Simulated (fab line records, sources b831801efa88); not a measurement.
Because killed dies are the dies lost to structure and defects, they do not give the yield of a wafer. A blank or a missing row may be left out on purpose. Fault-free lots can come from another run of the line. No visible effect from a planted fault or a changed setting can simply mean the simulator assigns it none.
What tool caused it? / flow sky130 / 24 lots with 72 wafers sampled at 3 steps, on a route of 708 steps

WHAT THE GAUGES READ, wafer by wafer
SKY_VIA2_CD_MEAS_12 targets a cd of 200 nm.
lot=L074; measured=day 36 02:50; on=cd_sem-01; cd_nm (nm)=199.7 200.7 198.3
lot=L075; measured=day 36 11:31; on=cd_sem-01; cd_nm (nm)=199.0 198.5 198.4
lot=L076; measured=day 36 14:13; on=cd_sem-01; cd_nm (nm)=201.0 199.7 200.6
lot=L077; measured=day 37 05:14; on=cd_sem-01; cd_nm (nm)=201.1 198.9 200.9
lot=L078; measured=day 37 12:47; on=cd_sem-01; cd_nm (nm)=199.9 201.3 200.9
lot=L079; measured=day 37 14:55; on=cd_sem-02; cd_nm (nm)=196.9 196.9 195.2
lot=L080; measured=day 38 07:04; on=cd_sem-01; cd_nm (nm)=199.6 200.3 200.2
lot=L081; measured=day 38 14:40; on=cd_sem-02; cd_nm (nm)=199.9 200.3 198.5
lot=L082; measured=day 38 19:35; on=cd_sem-02; cd_nm (nm)=199.7 199.4 198.8
lot=L083; measured=day 39 03:58; on=cd_sem-01; cd_nm (nm)=199.8 200.4 201.2
lot=L084; measured=day 39 10:32; on=cd_sem-01; cd_nm (nm)=200.5 198.8 200.5
lot=L085; measured=day 39 20:04; on=cd_sem-01; cd_nm (nm)=200.0 199.9 200.7
lot=L086; measured=day 40 04:08; on=cd_sem-02; cd_nm (nm)=200.0 200.8 199.6
lot=L087; measured=day 40 16:49; on=cd_sem-01; cd_nm (nm)=197.6 198.1 197.4
lot=L089; measured=day 40 19:52; on=cd_sem-02; cd_nm (nm)=201.3 202.1 202.1
lot=L088; measured=day 40 23:03; on=cd_sem-02; cd_nm (nm)=199.6 198.4 198.4
lot=L091; measured=day 41 14:58; on=cd_sem-01; cd_nm (nm)=199.7 201.5 200.1
lot=L092; measured=day 41 16:56; on=cd_sem-02; cd_nm (nm)=198.7 198.1 201.3
lot=L090; measured=day 41 17:47; on=cd_sem-02; cd_nm (nm)=199.4 199.7 198.5
lot=L093; measured=day 41 23:13; on=cd_sem-02; cd_nm (nm)=200.5 201.1 200.3
lot=L094; measured=day 42 05:08; on=cd_sem-01; cd_nm (nm)=199.6 200.5 198.9
lot=L095; measured=day 42 13:23; on=cd_sem-01; cd_nm (nm)=197.9 196.9 197.3
lot=L096; measured=day 42 17:08; on=cd_sem-01; cd_nm (nm)=199.8 198.2 199.3
lot=L097; measured=day 42 23:25; on=cd_sem-02; cd_nm (nm)=200.9 199.4 199.1

SKY_CAPM_OVL_MEAS_12.
lot=L074; measured=day 37 06:47; on=overlay-02; CAPM_OVL (nm)=1.2 1.0 2.2
lot=L075; measured=day 37 15:46; on=overlay-02; CAPM_OVL (nm)=1.5 1.9 1.0
lot=L076; measured=day 37 17:58; on=overlay-01; CAPM_OVL (nm)=1.9 0.7 1.3
lot=L077; measured=day 38 09:10; on=overlay-01; CAPM_OVL (nm)=0.7 1.7 -0.2
lot=L078; measured=day 38 17:07; on=overlay-01; CAPM_OVL (nm)=0.4 0.1 0.1
lot=L079; measured=day 38 19:31; on=overlay-01; CAPM_OVL (nm)=1.8 0.2 0.5
lot=L080; measured=day 39 10:05; on=overlay-02; CAPM_OVL (nm)=2.9 2.4 -0.1
lot=L081; measured=day 39 16:55; on=overlay-01; CAPM_OVL (nm)=0.9 -0.4 0.0
lot=L082; measured=day 39 21:38; on=overlay-01; CAPM_OVL (nm)=2.9 1.4 1.2
lot=L083; measured=day 40 05:52; on=overlay-02; CAPM_OVL (nm)=2.9 3.2 3.1
lot=L084; measured=day 40 12:59; on=overlay-02; CAPM_OVL (nm)=2.4 2.4 0.4
lot=L085; measured=day 40 22:40; on=overlay-01; CAPM_OVL (nm)=0.7 -0.1 -1.0
lot=L086; measured=day 41 06:29; on=overlay-02; CAPM_OVL (nm)=3.1 2.4 2.1
lot=L087; measured=day 41 18:56; on=overlay-02; CAPM_OVL (nm)=-0.3 1.6 -1.1
lot=L089; measured=day 41 21:31; on=overlay-01; CAPM_OVL (nm)=1.9 2.0 3.4
lot=L088; measured=day 42 00:29; on=overlay-02; CAPM_OVL (nm)=3.4 3.3 0.8
lot=L091; measured=day 42 16:04; on=overlay-01; CAPM_OVL (nm)=0.2 4.3 2.0
lot=L092; measured=day 42 17:59; on=overlay-01; CAPM_OVL (nm)=-0.5 0.9 1.0
lot=L090; measured=day 42 19:34; on=overlay-02; CAPM_OVL (nm)=2.9 4.6 3.3
lot=L093; measured=day 43 00:20; on=overlay-01; CAPM_OVL (nm)=1.3 -0.2 -0.4
lot=L094; measured=day 43 06:29; on=overlay-01; CAPM_OVL (nm)=-0.1 2.0 1.4
lot=L095; measured=day 43 13:07; on=overlay-01; CAPM_OVL (nm)=-0.1 -1.5 1.8
lot=L096; measured=day 43 18:08; on=overlay-02; CAPM_OVL (nm)=2.5 4.6 2.9
lot=L097; measured=day 43 23:40; on=overlay-02; CAPM_OVL (nm)=1.9 2.8 3.0

EACH LOT AND THE TOOL THAT RAN IT (in order: tool; ch and the chambers of the sampled wafers; start)
lot=L074; SKY_VIA2_CMP_02=cmp-02 ch 0,1,3, day 34 23:26
lot=L075; SKY_VIA2_CMP_02=cmp-01 ch 0,1,2, day 35 08:23
lot=L076; SKY_VIA2_CMP_02=cmp-01 ch 0,1,2, day 35 12:11
lot=L077; SKY_VIA2_CMP_02=cmp-02 ch 0,1,3, day 36 02:35
lot=L078; SKY_VIA2_CMP_02=cmp-01 ch 0,1,2, day 36 10:55
lot=L079; SKY_VIA2_CMP_02=cmp-02 ch 0,1,2, day 36 11:53
lot=L080; SKY_VIA2_CMP_02=cmp-01 ch 0,2,3, day 37 04:26
lot=L081; SKY_VIA2_CMP_02=cmp-01 ch 0,2,3, day 37 12:14
lot=L082; SKY_VIA2_CMP_02=cmp-02 ch 0,1,2, day 37 17:06
lot=L083; SKY_VIA2_CMP_02=cmp-01 ch 1,2,3, day 38 02:26
lot=L084; SKY_VIA2_CMP_02=cmp-01 ch 0,1, day 38 09:52
lot=L085; SKY_VIA2_CMP_02=cmp-01 ch 0,1, day 38 18:28
lot=L086; SKY_VIA2_CMP_02=cmp-02 ch 1,2,3, day 39 03:19
lot=L087; SKY_VIA2_CMP_02=cmp-01 ch 1,2,3, day 39 15:41
lot=L089; SKY_VIA2_CMP_02=cmp-02 ch 2,3, day 39 18:38
lot=L088; SKY_VIA2_CMP_02=cmp-01 ch 1,2,3, day 39 22:02
lot=L091; SKY_VIA2_CMP_02=cmp-01 ch 1,2, day 40 14:14
lot=L092; SKY_VIA2_CMP_02=cmp-01 ch 0,1,3, day 40 17:03
lot=L090; SKY_VIA2_CMP_02=cmp-02 ch 0,1,2, day 40 17:35
lot=L093; SKY_VIA2_CMP_02=cmp-02 ch 0,2,3, day 40 23:24
lot=L094; SKY_VIA2_CMP_02=cmp-02 ch 0,2,3, day 41 05:42
lot=L095; SKY_VIA2_CMP_02=cmp-02 ch 0,3, day 41 13:32
lot=L096; SKY_VIA2_CMP_02=cmp-01 ch 0,2,3, day 41 17:32
lot=L097; SKY_VIA2_CMP_02=cmp-02 ch 1,3, day 41 23:45
- SKY_VIA2_CMP_02: polishes SiO2.

AS READ BY THE TOOLS THEMSELVES (means over the sampled wafers that have a number; for cases with no such wafer, the mark the record gives instead)
SKY_VIA2_CMP_02.
lot=L074; tool=cmp-02; motor_current_A (A)=13.1
lot=L075; tool=cmp-01; motor_current_A (A)=12.2
lot=L076; tool=cmp-01; motor_current_A (A)=12.2
lot=L077; tool=cmp-02; motor_current_A (A)=12.9
lot=L078; tool=cmp-01; motor_current_A (A)=12.1
lot=L079; tool=cmp-02; motor_current_A (A)=12.2
lot=L080; tool=cmp-01; motor_current_A (A)=12.0
lot=L081; tool=cmp-01; motor_current_A (A)=11.7
lot=L082; tool=cmp-02; motor_current_A (A)=12.0
lot=L083; tool=cmp-01; motor_current_A (A)=12.4
lot=L084; tool=cmp-01; motor_current_A (A)=11.9
lot=L085; tool=cmp-01; motor_current_A (A)=11.6
lot=L086; tool=cmp-02; motor_current_A (A)=13.4
lot=L087; tool=cmp-01; motor_current_A (A)=12.1
lot=L089; tool=cmp-02; motor_current_A (A)=14.9
lot=L088; tool=cmp-01; motor_current_A (A)=12.2
lot=L091; tool=cmp-01; motor_current_A (A)=12.5
lot=L092; tool=cmp-01; motor_current_A (A)=11.6
lot=L090; tool=cmp-02; motor_current_A (A)=12.3
lot=L093; tool=cmp-02; motor_current_A (A)=13.9
lot=L094; tool=cmp-02; motor_current_A (A)=13.5
lot=L095; tool=cmp-02; motor_current_A (A)=13.1
lot=L096; tool=cmp-01; motor_current_A (A)=11.7
lot=L097; tool=cmp-02; motor_current_A (A)=12.7

THE ANSWER, worked out from the rows above alone
Rule: the usual values come from the lots themselves. Put in order of their means at a reading, lots are off if they are a third of the lots or fewer, leave a main group of 4 or more, and stand apart from it by a gap of 3 or more times the standard deviation of the main group's means; of several such gaps the widest counts. If all means in a main group match to the digits the tables above print for the reading, that group is not used. Also off: a lot with no number at a reading for which 4 or more lots have one. Any other lot the step has rows for is counted as sound. After the gauges, taken in route order, come the tools' own readings; for these a lot's mean is taken, as printed above. At the first step where some lot is off, the reading lying furthest off is the one used; lots without a number count as furthest.
None of the lots is off at any reading shown; this tells nothing.

WHAT THE SIMULATOR HAD PUT IN
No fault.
